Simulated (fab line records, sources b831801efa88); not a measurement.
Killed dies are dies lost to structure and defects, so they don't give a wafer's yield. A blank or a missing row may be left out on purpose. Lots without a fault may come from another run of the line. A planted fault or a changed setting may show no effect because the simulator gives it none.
A struck lot beside a sound one | flow sky130 | 14 steps out of a route of 708
Sound: wafers L422.2, L422.3, L422.6. Struck: wafers L433.1, L433.4, L433.6. The cause comes at the end.
At each step with rows: each side's tool, then ch and its chambers, then its first start. Under that, the readings that differ: sound wafers | struck wafers | difference of the means | sigmas: that difference in standard deviations of wafers without a fault.
alike: readings whose means differ by less than 2 such deviations, and words and numbers that are the same on both sides. not compared: withheld readings, readings that some wafer has no value for, bounds like >300 that may hide the same value, and numbers for which the record gives no deviation and whose values overlap.
The two part at a step that has a row with sigmas, a row that says differs or no value, or rows on one side only. Numbers that don't overlap but have no deviation are shown without sigmas and don't part them. A reading that every wafer of one side lacks parts them only if that side has two wafers or more.

first, 6 steps without rows for these wafers: SKY_METAL4_COAT_07 (resist thk 60 nm); SKY_METAL4_COAT_08 (resist thk 1140 nm); SKY_METAL4_SOFTBAKE_09 (time 90 s); SKY_METAL4_EXPOSE_10 (exposes mask MM4, target cd 300 nm); SKY_METAL4_PEB_11; SKY_METAL4_DEVELOP_12 (develop time 60 s).
SKY_METAL4_CD_MEAS_13: target cd 300 nm.
  sound on cd_sem-01, day 43 21:42; struck on cd_sem-02, day 46 15:41
  alike: cd_nm
SKY_METAL4_OVL_MEAS_14:
  sound on overlay-01, day 43 21:49; struck on overlay-01, day 46 15:48
  alike: METAL4_OVL
SKY_METAL4_DESCUM_15: chemistry O2, time 8 s.
  sound on rie_metal-02 ch 0,1, day 43 21:50; struck on rie_metal-02 ch 0,1, day 46 15:50
  alike: chamber_pressure_mTorr, drypump_motor_current_A, oes_product_au
  not compared: rf_hours_counter_h
SKY_METAL4_ETCH_16: etches BARC in N2/H2, stops on SiO2, time 88.2 s, target depth 60 nm.
  sound on rie_metal-02 ch 0,1, day 43 21:52; struck on rie_metal-02 ch 0,1, day 46 15:52
  alike: chamber_pressure_mTorr, drypump_motor_current_A, oes_product_au, throttle_valve_pct
  not compared: rf_hours_counter_h
SKY_METAL4_ETCH_17: etches SiO2 in C4F8/O2/Ar, stops on TiN, time 3.78 s, target depth 15 nm.
  sound on rie_diel-02 ch 0,1, day 43 21:58; struck on rie_diel-04 ch 1,3, day 46 15:58
  alike: chamber_pressure_mTorr, oes_product_au
  not compared: rf_hours_counter_h
SKY_METAL4_METAL_ETCH_18: etches the open film in Cl2/BCl3, stops on SiO2, target depth 845 nm, time 183.1 s.
  sound on rie_metal-03 ch 0, day 43 21:59; struck on rie_metal-01 ch 0,1, day 46 15:59
  alike: chamber_pressure_mTorr, drypump_motor_current_A, oes_product_au, throttle_valve_pct
  not compared: rf_hours_counter_h
SKY_METAL4_STRIP_19: strips in O2/N2.
  sound on plasma_asher-04 ch 0,1, day 43 22:10; struck on plasma_asher-04 ch 0,1, day 46 16:10
  no value came back on the struck wafers for chamber_pressure_mTorr (mTorr), drypump_motor_current_A (A), oes_product_au (a.u.), strip_time_to_endpoint_s (s); on the sound wafers chamber_pressure_mTorr (mTorr) reads 1501.2 1498.7 1497.0
  reading                                       | sound | struck            | difference | sigmas
  model.KrF-thick_of_METAL4_COAT_08.thk_nm (nm) | 0 0 0 | 514.5 528.6 526.3 | +523.1     |
  not compared: rf_hours_counter_h
then, 1 step without rows for these wafers: SKY_METAL4_STRIP_20 (strips in post etch residue remover, time 1200 s).

WHERE THEY PART
Only at SKY_METAL4_STRIP_19, within this record.

WHY: what the simulator had put in
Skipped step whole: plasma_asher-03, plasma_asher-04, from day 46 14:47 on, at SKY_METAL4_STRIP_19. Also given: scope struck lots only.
